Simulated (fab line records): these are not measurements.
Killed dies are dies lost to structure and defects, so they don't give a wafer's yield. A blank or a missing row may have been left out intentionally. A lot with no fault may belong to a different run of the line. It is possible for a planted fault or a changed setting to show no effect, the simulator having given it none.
fab line records / flow sky130 / part 2 of 2: steps 33 to 43 of 43
record: lots: 5 wafers: 15 lastDay: 49
route steps=708 shown LDD_HVN@269 LDD_HVP@278 LDD_LDN@289 SPACER@304 POLY_CUT@307
lots that met no fault: from a run of the same line without faults
startH: hours from the record's opening day to when the first of the lot's shown wafers began / waitH: hours elapsed since this lot's preceding step / " the same as in the row above / L1.1+2: a single row standing in for several wafers / - no value, or no start given / * or withheld: withheld / < > ~ a bound
route shown NAME@n: names a module that has steps shown in the file, with the first one's number in the route / usual: mean/standard deviation of fault-free wafers / same: alike in all rows / chamber/n: place in a boat / sites: readings site by site / _std_site: their standard deviation / _edge_site: inner sites' mean taken away from outer sites' mean / radiusMm: for every site, how far away it sits from the centre of the wafer / mask NAME#n: copy n / behind: the tool/chamber that last shaped the wafer / hold: why the lot was held/for how many hours/how that ended / device: names the non-switching transistor (n, p or np) / end of line: tests run on the same wafers once the route is complete / step lacking rows: just its recipe / killed: dies that structure and defects cost at the first sort, which is not the same as the wafer's yield / map: a wafer's dies, x killed, . not, _ none there
set.NAME: the setting the step ran with; set.NAME@STEP: the setting that earlier step ran with / model.NAME: the simulator's own value behind a step, which no gauge read
lots seen at some steps along the route; tables by step, rows by wafer
services: a tool's chamber out of use, with start hour (startH, from the record's first day; less than 0 if before it), hours out, and reason
== steps ==
step: SKY_LDD_LDN_STRIP_12
recipe: chemistry: O2/N2 powerW: 1400 pressureMtorr: 1500 platenTempC: withheld o2FlowSccm: 3000 n2FlowSccm: 300 overashFraction: 0.5
usual: drypumpMotorCurrentA: 5.8/0.53 oesProductAu: 0.716/0.0047 stripTimeToEndpointS: 14.18/0.045
lot.wafer=L076.1 tool=plasmaAsher-02 chamber=0 startH=540.10 waitH=0.1 drypumpMotorCurrentA=5.5 oesProductAu=0.722 rfHoursCounterH=10 stripTimeToEndpointS=14.12
lot.wafer=L076.2 tool=plasmaAsher-02 chamber=1 startH=540.10 waitH=0.1 drypumpMotorCurrentA=5.4 oesProductAu=0.714 rfHoursCounterH=10 stripTimeToEndpointS=14.17
lot.wafer=L076.5 tool=plasmaAsher-02 chamber=1 startH=540.10 waitH=0.1 drypumpMotorCurrentA=5.4 oesProductAu=0.725 rfHoursCounterH=- stripTimeToEndpointS=14.14
lot.wafer=L080.2 tool=plasmaAsher-03 chamber=0 startH=580.25 waitH=0.1 drypumpMotorCurrentA=6.4 oesProductAu=0.716 rfHoursCounterH=76 stripTimeToEndpointS=14.16
lot.wafer=L080.5 tool=plasmaAsher-03 chamber=0 startH=580.25 waitH=0.1 drypumpMotorCurrentA=6.5 oesProductAu=0.720 rfHoursCounterH=- stripTimeToEndpointS=14.15
lot.wafer=L080.6 tool=plasmaAsher-03 chamber=1 startH=580.25 waitH=0.1 drypumpMotorCurrentA=5.3 oesProductAu=0.718 rfHoursCounterH=- stripTimeToEndpointS=14.17
lot.wafer=L081.4 tool=plasmaAsher-01 chamber=0 startH=590.68 waitH=0.1 drypumpMotorCurrentA=6.6 oesProductAu=0.710 rfHoursCounterH=- stripTimeToEndpointS=14.20
lot.wafer=L081.5 tool=plasmaAsher-01 chamber=1 startH=590.68 waitH=0.1 drypumpMotorCurrentA=5.4 oesProductAu=0.709 rfHoursCounterH=- stripTimeToEndpointS=14.20
lot.wafer=L081.6 tool=plasmaAsher-01 chamber=0 startH=590.68 waitH=0.1 drypumpMotorCurrentA=6.5 oesProductAu=0.719 rfHoursCounterH=- stripTimeToEndpointS=14.21
lot.wafer=L087.3 tool=plasmaAsher-01 chamber=0 startH=641.38 waitH=0.1 drypumpMotorCurrentA=6.6 oesProductAu=0.709 rfHoursCounterH=- stripTimeToEndpointS=14.16
lot.wafer=L087.4 tool=plasmaAsher-01 chamber=1 startH=641.38 waitH=0.1 drypumpMotorCurrentA=5.4 oesProductAu=0.719 rfHoursCounterH=- stripTimeToEndpointS=14.10
lot.wafer=L087.5 tool=plasmaAsher-01 chamber=1 startH=641.38 waitH=0.1 drypumpMotorCurrentA=5.4 oesProductAu=0.719 rfHoursCounterH=- stripTimeToEndpointS=14.14
lot.wafer=L090.1 tool=plasmaAsher-03 chamber=1 startH=662.50 waitH=0.1 drypumpMotorCurrentA=5.4 oesProductAu=0.717 rfHoursCounterH=84 stripTimeToEndpointS=14.30
lot.wafer=L090.3 tool=plasmaAsher-03 chamber=0 startH=662.50 waitH=0.1 drypumpMotorCurrentA=6.4 oesProductAu=0.719 rfHoursCounterH=- stripTimeToEndpointS=14.31
lot.wafer=L090.6 tool=plasmaAsher-03 chamber=0 startH=662.50 waitH=0.1 drypumpMotorCurrentA=6.4 oesProductAu=0.716 rfHoursCounterH=- stripTimeToEndpointS=14.27
step: SKY_LDD_LDN_TW_MEAS_13
usual: LDD_LDN_TW: 1480/10
lot.wafer=L076.1 tool=filmMetro-01 chamber=- startH=540.20 waitH=0.1 LDD_LDN_TW=1483
lot.wafer=L076.2 tool=filmMetro-01 chamber=- startH=540.20 waitH=0.1 LDD_LDN_TW=1486
lot.wafer=L076.5 tool=filmMetro-01 chamber=- startH=540.20 waitH=0.1 LDD_LDN_TW=1484
lot.wafer=L080.2 tool=filmMetro-02 chamber=- startH=580.36 waitH=0.1 LDD_LDN_TW=1485
lot.wafer=L080.5 tool=filmMetro-02 chamber=- startH=580.36 waitH=0.1 LDD_LDN_TW=1484
lot.wafer=L080.6 tool=filmMetro-02 chamber=- startH=580.36 waitH=0.1 LDD_LDN_TW=1479
lot.wafer=L081.4 tool=filmMetro-02 chamber=- startH=590.78 waitH=0.1 LDD_LDN_TW=1485
lot.wafer=L081.5 tool=filmMetro-02 chamber=- startH=590.78 waitH=0.1 LDD_LDN_TW=1486
lot.wafer=L081.6 tool=filmMetro-02 chamber=- startH=590.78 waitH=0.1 LDD_LDN_TW=1477
lot.wafer=L087.3 tool=filmMetro-02 chamber=- startH=641.47 waitH=0.1 LDD_LDN_TW=1470
lot.wafer=L087.4 tool=filmMetro-02 chamber=- startH=641.47 waitH=0.1 LDD_LDN_TW=1475
lot.wafer=L087.5 tool=filmMetro-02 chamber=- startH=641.47 waitH=0.1 LDD_LDN_TW=1484
lot.wafer=L090.1 tool=filmMetro-04 chamber=- startH=662.60 waitH=0.1 LDD_LDN_TW=1469
lot.wafer=L090.3 tool=filmMetro-04 chamber=- startH=662.60 waitH=0.1 LDD_LDN_TW=1464
lot.wafer=L090.6 tool=filmMetro-04 chamber=- startH=662.60 waitH=0.1 LDD_LDN_TW=1475
step: SKY_LDD_LDN_CLEAN_14
recipe: chemistry: SC1/SC2 mix: 1:4:20 tempC: 70 timeS: 150 dry: n2Spin
lot.wafer=L076.1+2+5 tool=wetBench-03 chamber=2 startH=540.26 waitH=0.1
lot.wafer=L080.2+5+6 tool=wetBench-03 chamber=3 startH=580.41 waitH=0.0
lot.wafer=L081.4+5+6 tool=wetBench-01 chamber=0 startH=590.81 waitH=0.0
lot.wafer=L087.3+4+5 tool=wetBench-02 chamber=3 startH=641.51 waitH=0.0
lot.wafer=L090.1+3+6 tool=wetBench-03 chamber=0 startH=662.66 waitH=0.1
step: SKY_SPACER_CVD_00
recipe: material: Si3N4 precursor: DCS/NH3 targetThkNm: 43.1 tempC: 770 timeS: 740 pressureMtorr: 250
usual: spikeTcCentreC: 769.3/0.97
lot.wafer=L076.1 tool=lpcvd-02 chamber=0 startH=541.49 waitH=1.2 spikeTcCentreC=767.6
lot.wafer=L076.2 tool=lpcvd-02 chamber=0 startH=541.49 waitH=1.2 spikeTcCentreC=770.5
lot.wafer=L076.5 tool=lpcvd-02 chamber=0 startH=541.49 waitH=1.2 spikeTcCentreC=768.9
lot.wafer=L080.2 tool=lpcvd-02 chamber=0 startH=582.03 waitH=1.6 spikeTcCentreC=768.4
lot.wafer=L080.5 tool=lpcvd-02 chamber=0 startH=582.03 waitH=1.6 spikeTcCentreC=770.2
lot.wafer=L080.6 tool=lpcvd-02 chamber=0 startH=582.03 waitH=1.6 spikeTcCentreC=770.0
lot.wafer=L081.4 tool=lpcvd-02 chamber=0 startH=592.98 waitH=2.1 spikeTcCentreC=769.2
lot.wafer=L081.5 tool=lpcvd-02 chamber=0 startH=592.98 waitH=2.1 spikeTcCentreC=769.5
lot.wafer=L081.6 tool=lpcvd-02 chamber=0 startH=592.98 waitH=2.1 spikeTcCentreC=769.8
lot.wafer=L087.3 tool=lpcvd-02 chamber=1 startH=641.56 waitH=0.0 spikeTcCentreC=769.4
lot.wafer=L087.4 tool=lpcvd-02 chamber=1 startH=641.56 waitH=0.0 spikeTcCentreC=769.2
lot.wafer=L087.5 tool=lpcvd-02 chamber=1 startH=641.56 waitH=0.0 spikeTcCentreC=769.6
lot.wafer=L090.1 tool=lpcvd-02 chamber=1 startH=662.71 waitH=0.0 spikeTcCentreC=769.5
lot.wafer=L090.3 tool=lpcvd-02 chamber=1 startH=662.71 waitH=0.0 spikeTcCentreC=767.4
lot.wafer=L090.6 tool=lpcvd-02 chamber=1 startH=662.71 waitH=0.0 spikeTcCentreC=770.0
step: SKY_SPACER_THK_MEAS_01
recipe: reads: Si3N4_of_SPACER_CVD_00
usual: SPACER_CVD_00_THK: 43.2/0.44
lot.wafer=L076.1 tool=filmMetro-01 chamber=- startH=543.30 waitH=0.0 SPACER_CVD_00_THK[nm]=43.3
lot.wafer=L076.2 tool=filmMetro-01 chamber=- startH=543.30 waitH=0.0 SPACER_CVD_00_THK[nm]=43.2
lot.wafer=L076.5 tool=filmMetro-01 chamber=- startH=543.30 waitH=0.0 SPACER_CVD_00_THK[nm]=43.0
lot.wafer=L080.2 tool=filmMetro-01 chamber=- startH=583.24 waitH=0.0 SPACER_CVD_00_THK[nm]=42.8
lot.wafer=L080.5 tool=filmMetro-01 chamber=- startH=583.24 waitH=0.0 SPACER_CVD_00_THK[nm]=43.2
lot.wafer=L080.6 tool=filmMetro-01 chamber=- startH=583.24 waitH=0.0 SPACER_CVD_00_THK[nm]=43.5
lot.wafer=L081.4 tool=filmMetro-01 chamber=- startH=594.82 waitH=0.0 SPACER_CVD_00_THK[nm]=43.2
lot.wafer=L081.5 tool=filmMetro-01 chamber=- startH=594.82 waitH=0.0 SPACER_CVD_00_THK[nm]=43.2
lot.wafer=L081.6 tool=filmMetro-01 chamber=- startH=594.82 waitH=0.0 SPACER_CVD_00_THK[nm]=42.9
lot.wafer=L087.3 tool=filmMetro-01 chamber=- startH=642.78 waitH=0.0 SPACER_CVD_00_THK[nm]=43.2
lot.wafer=L087.4 tool=filmMetro-01 chamber=- startH=642.78 waitH=0.0 SPACER_CVD_00_THK[nm]=42.9
lot.wafer=L087.5 tool=filmMetro-01 chamber=- startH=642.78 waitH=0.0 SPACER_CVD_00_THK[nm]=43.4
lot.wafer=L090.1 tool=filmMetro-02 chamber=- startH=663.92 waitH=0.0 SPACER_CVD_00_THK[nm]=43.1
lot.wafer=L090.3 tool=filmMetro-02 chamber=- startH=663.92 waitH=0.0 SPACER_CVD_00_THK[nm]=43.1
lot.wafer=L090.6 tool=filmMetro-02 chamber=- startH=663.92 waitH=0.0 SPACER_CVD_00_THK[nm]=43.3
step: SKY_SPACER_ETCHBACK_02
recipe: chemistry: CH3F/O2 target: Si3N4 stopOn: SiO2 sourceW: 400 biasW: 80 pressureMtorr: 25 ch3fFlowSccm: 40 O2_flow_sccm: 30 timeS: 46.7 targetDepthA: 450
usual: drypumpMotorCurrentA: 5.9/0.36 oesProductAu: 0.855/0.007 throttleValvePct: 10.562/0.0099
lot.wafer=L076.1 tool=rieDiel-01 chamber=1 startH=543.36 waitH=0.1 drypumpMotorCurrentA=6.2 oesProductAu=0.854 rfHoursCounterH=9 throttleValvePct=10.557
lot.wafer=L076.2 tool=rieDiel-01 chamber=2 startH=543.36 waitH=0.1 drypumpMotorCurrentA=6.0 oesProductAu=0.858 rfHoursCounterH=13 throttleValvePct=10.566
lot.wafer=L076.5 tool=rieDiel-01 chamber=0 startH=543.36 waitH=0.1 drypumpMotorCurrentA=6.2 oesProductAu=0.848 rfHoursCounterH=- throttleValvePct=10.584
lot.wafer=L080.2 tool=rieDiel-01 chamber=3 startH=583.29 waitH=0.0 drypumpMotorCurrentA=5.6 oesProductAu=0.862 rfHoursCounterH=10 throttleValvePct=10.561
lot.wafer=L080.5 tool=rieDiel-01 chamber=3 startH=583.29 waitH=0.0 drypumpMotorCurrentA=5.5 oesProductAu=0.848 rfHoursCounterH=- throttleValvePct=10.574
lot.wafer=L080.6 tool=rieDiel-01 chamber=2 startH=583.29 waitH=0.0 drypumpMotorCurrentA=6.0 oesProductAu=0.851 rfHoursCounterH=- throttleValvePct=10.573
lot.wafer=L081.4 tool=rieDiel-04 chamber=3 startH=594.87 waitH=0.0 drypumpMotorCurrentA=6.3 oesProductAu=0.861 rfHoursCounterH=- throttleValvePct=10.556
lot.wafer=L081.5 tool=rieDiel-04 chamber=1 startH=594.87 waitH=0.0 drypumpMotorCurrentA=6.2 oesProductAu=0.848 rfHoursCounterH=- throttleValvePct=10.565
lot.wafer=L081.6 tool=rieDiel-04 chamber=0 startH=594.87 waitH=0.0 drypumpMotorCurrentA=5.7 oesProductAu=0.853 rfHoursCounterH=- throttleValvePct=10.558
lot.wafer=L087.3 tool=rieDiel-02 chamber=0 startH=642.82 waitH=0.0 drypumpMotorCurrentA=5.1 oesProductAu=0.857 rfHoursCounterH=0 throttleValvePct=10.581
lot.wafer=L087.4 tool=rieDiel-02 chamber=2 startH=642.82 waitH=0.0 drypumpMotorCurrentA=5.8 oesProductAu=0.848 rfHoursCounterH=1 throttleValvePct=10.551
lot.wafer=L087.5 tool=rieDiel-02 chamber=1 startH=642.82 waitH=0.0 drypumpMotorCurrentA=5.7 oesProductAu=0.856 rfHoursCounterH=- throttleValvePct=10.559
lot.wafer=L090.1 tool=rieDiel-04 chamber=3 startH=663.98 waitH=0.1 drypumpMotorCurrentA=6.3 oesProductAu=0.855 rfHoursCounterH=6 throttleValvePct=10.549
lot.wafer=L090.3 tool=rieDiel-04 chamber=1 startH=663.98 waitH=0.1 drypumpMotorCurrentA=6.2 oesProductAu=0.852 rfHoursCounterH=47 throttleValvePct=10.575
lot.wafer=L090.6 tool=rieDiel-04 chamber=3 startH=663.98 waitH=0.1 drypumpMotorCurrentA=6.3 oesProductAu=0.855 rfHoursCounterH=- throttleValvePct=10.561
step: SKY_POLY_CUT_DEHYDRATE_00
recipe: tempC: 200 timeS: 60
lot.wafer=L076.1+2+5 tool=lithoTrack-03 chamber=0 startH=557.12 waitH=13.7
lot.wafer=L080.2+5+6 tool=lithoTrack-03 chamber=0 startH=596.94 waitH=13.6
lot.wafer=L081.4+5+6 tool=lithoTrack-03 chamber=0 startH=608.84 waitH=14.0
lot.wafer=L087.3+4+5 tool=lithoTrack-03 chamber=0 startH=656.97 waitH=14.1
lot.wafer=L090.1+3+6 tool=lithoTrack-02 chamber=0 startH=677.33 waitH=13.3
step: SKY_POLY_CUT_HMDS_01
recipe: primeTimeS: 60 primeTempC: 120
same: primeTimeS: 60
lot.wafer=L076.1+2+5 tool=lithoTrack-03 chamber=0 startH=557.27 waitH=0.1
lot.wafer=L080.2+5+6 tool=lithoTrack-03 chamber=0 startH=597.09 waitH=0.1
lot.wafer=L081.4+5+6 tool=lithoTrack-03 chamber=0 startH=608.99 waitH=0.1
lot.wafer=L087.3+4+5 tool=lithoTrack-03 chamber=0 startH=657.12 waitH=0.1
lot.wafer=L090.1+3+6 tool=lithoTrack-02 chamber=0 startH=677.48 waitH=0.1
step: SKY_POLY_CUT_COAT_02
recipe: resist: BARC tempC: withheld timeS: withheld spinRpm: 3000 resistThkNm: 60
usual: spinSpeedRpm: 2999.5/1.9
lot.wafer=L076.1 tool=lithoTrack-03 chamber=0 startH=557.42 waitH=0.1 spinSpeedRpm=2998.9
lot.wafer=L076.2 tool=lithoTrack-03 chamber=0 startH=557.42 waitH=0.1 spinSpeedRpm=3000.3
lot.wafer=L076.5 tool=lithoTrack-03 chamber=0 startH=557.42 waitH=0.1 spinSpeedRpm=2999.8
lot.wafer=L080.2 tool=lithoTrack-03 chamber=0 startH=597.24 waitH=0.1 spinSpeedRpm=2999.5
lot.wafer=L080.5 tool=lithoTrack-03 chamber=0 startH=597.24 waitH=0.1 spinSpeedRpm=3000.4
lot.wafer=L080.6 tool=lithoTrack-03 chamber=0 startH=597.24 waitH=0.1 spinSpeedRpm=3000.4
lot.wafer=L081.4 tool=lithoTrack-03 chamber=0 startH=609.14 waitH=0.1 spinSpeedRpm=2997.7
lot.wafer=L081.5 tool=lithoTrack-03 chamber=0 startH=609.14 waitH=0.1 spinSpeedRpm=2999.9
lot.wafer=L081.6 tool=lithoTrack-03 chamber=0 startH=609.14 waitH=0.1 spinSpeedRpm=2999.2
lot.wafer=L087.3 tool=lithoTrack-03 chamber=0 startH=657.27 waitH=0.1 spinSpeedRpm=3000.3
lot.wafer=L087.4 tool=lithoTrack-03 chamber=0 startH=657.27 waitH=0.1 spinSpeedRpm=3000.2
lot.wafer=L087.5 tool=lithoTrack-03 chamber=0 startH=657.27 waitH=0.1 spinSpeedRpm=3001.4
lot.wafer=L090.1 tool=lithoTrack-02 chamber=0 startH=677.63 waitH=0.1 spinSpeedRpm=2997.7
lot.wafer=L090.3 tool=lithoTrack-02 chamber=0 startH=677.63 waitH=0.1 spinSpeedRpm=2997.1
lot.wafer=L090.6 tool=lithoTrack-02 chamber=0 startH=677.63 waitH=0.1 spinSpeedRpm=2999.9
step: SKY_POLY_CUT_COAT_03
recipe: resist: KrF-thick spinRpm: 3000 resistThkNm: 450
usual: spinSpeedRpm: 3000.3/1.8
lot.wafer=L076.1 tool=lithoTrack-03 chamber=0 startH=- waitH=- spinSpeedRpm=3001.0
lot.wafer=L076.2 tool=lithoTrack-03 chamber=0 startH=- waitH=- spinSpeedRpm=2996.6
lot.wafer=L076.5 tool=lithoTrack-03 chamber=0 startH=- waitH=- spinSpeedRpm=3001.9
lot.wafer=L080.2 tool=lithoTrack-03 chamber=0 startH=- waitH=- spinSpeedRpm=3001.1
lot.wafer=L080.5 tool=lithoTrack-03 chamber=0 startH=- waitH=- spinSpeedRpm=2999.5
lot.wafer=L080.6 tool=lithoTrack-03 chamber=0 startH=- waitH=- spinSpeedRpm=3000.4
lot.wafer=L081.4 tool=lithoTrack-03 chamber=0 startH=- waitH=- spinSpeedRpm=3001.8
lot.wafer=L081.5 tool=lithoTrack-03 chamber=0 startH=- waitH=- spinSpeedRpm=2999.2
lot.wafer=L081.6 tool=lithoTrack-03 chamber=0 startH=- waitH=- spinSpeedRpm=3000.4
lot.wafer=L087.3 tool=lithoTrack-03 chamber=0 startH=- waitH=- spinSpeedRpm=3000.5
lot.wafer=L087.4 tool=lithoTrack-03 chamber=0 startH=- waitH=- spinSpeedRpm=2998.5
lot.wafer=L087.5 tool=lithoTrack-03 chamber=0 startH=- waitH=- spinSpeedRpm=3000.7
lot.wafer=L090.1 tool=lithoTrack-02 chamber=0 startH=- waitH=- spinSpeedRpm=2999.5
lot.wafer=L090.3 tool=lithoTrack-02 chamber=0 startH=- waitH=- spinSpeedRpm=2998.6
lot.wafer=L090.6 tool=lithoTrack-02 chamber=0 startH=- waitH=- spinSpeedRpm=3003.3
step: SKY_POLY_CUT_SOFTBAKE_04
recipe: tempC: 100 timeS: 90 resist: KrF-thick
lot.wafer=L076.1+2+5 tool=lithoTrack-03 chamber=0 startH=- waitH=-
lot.wafer=L080.2+5+6 tool=lithoTrack-03 chamber=0 startH=- waitH=-
lot.wafer=L081.4+5+6 tool=lithoTrack-03 chamber=0 startH=- waitH=-
lot.wafer=L087.3+4+5 tool=lithoTrack-03 chamber=0 startH=- waitH=-
lot.wafer=L090.1+3+6 tool=lithoTrack-02 chamber=0 startH=- waitH=-
== services ==
tool=implanter-01 chamber=- startH=441.80 hours=3.7 kind=pm
tool=implanter-01 chamber=- startH=445.46 hours=7.7 kind=repair
tool=implanter-04 chamber=- startH=452.00 hours=3.9 kind=pm
tool=ilineStepper-01 chamber=- startH=457.93 hours=4.4 kind=pm
tool=rieDiel-01 chamber=2 startH=458.03 hours=15.9 kind=repair
tool=lpcvd-02 chamber=- startH=459.47 hours=0.3 kind=repair
tool=rieDiel-04 chamber=1 startH=476.51 hours=5.4 kind=repair
tool=rieDiel-01 chamber=- startH=478.05 hours=2.2 kind=repair
tool=implanter-04 chamber=- startH=551.41 hours=9.1 kind=repair
tool=ilineStepper-02 chamber=- startH=556.05 hours=1.5 kind=repair
tool=plasmaAsher-02 chamber=- startH=556.41 hours=12.3 kind=pm
tool=implanter-02 chamber=- startH=559.39 hours=3.2 kind=pm
tool=implanter-02 chamber=- startH=564.37 hours=1.2 kind=repair
tool=implanter-01 chamber=- startH=565.73 hours=3.1 kind=pm
tool=implanter-04 chamber=- startH=567.21 hours=1.1 kind=repair
tool=implanter-04 chamber=- startH=583.16 hours=1.3 kind=repair
tool=ilineStepper-01 chamber=- startH=590.45 hours=1.7 kind=pm
tool=ilineStepper-01 chamber=- startH=599.42 hours=4.0 kind=repair
tool=implanter-04 chamber=- startH=611.13 hours=1.9 kind=repair
tool=ilineStepper-02 chamber=- startH=614.93 hours=1.7 kind=pm
tool=wetBench-03 chamber=- startH=639.27 hours=1.9 kind=pm
tool=implanter-04 chamber=- startH=645.43 hours=3.2 kind=pm
tool=implanter-04 chamber=- startH=661.03 hours=4.9 kind=repair
tool=implanter-02 chamber=- startH=673.67 hours=3.6 kind=repair
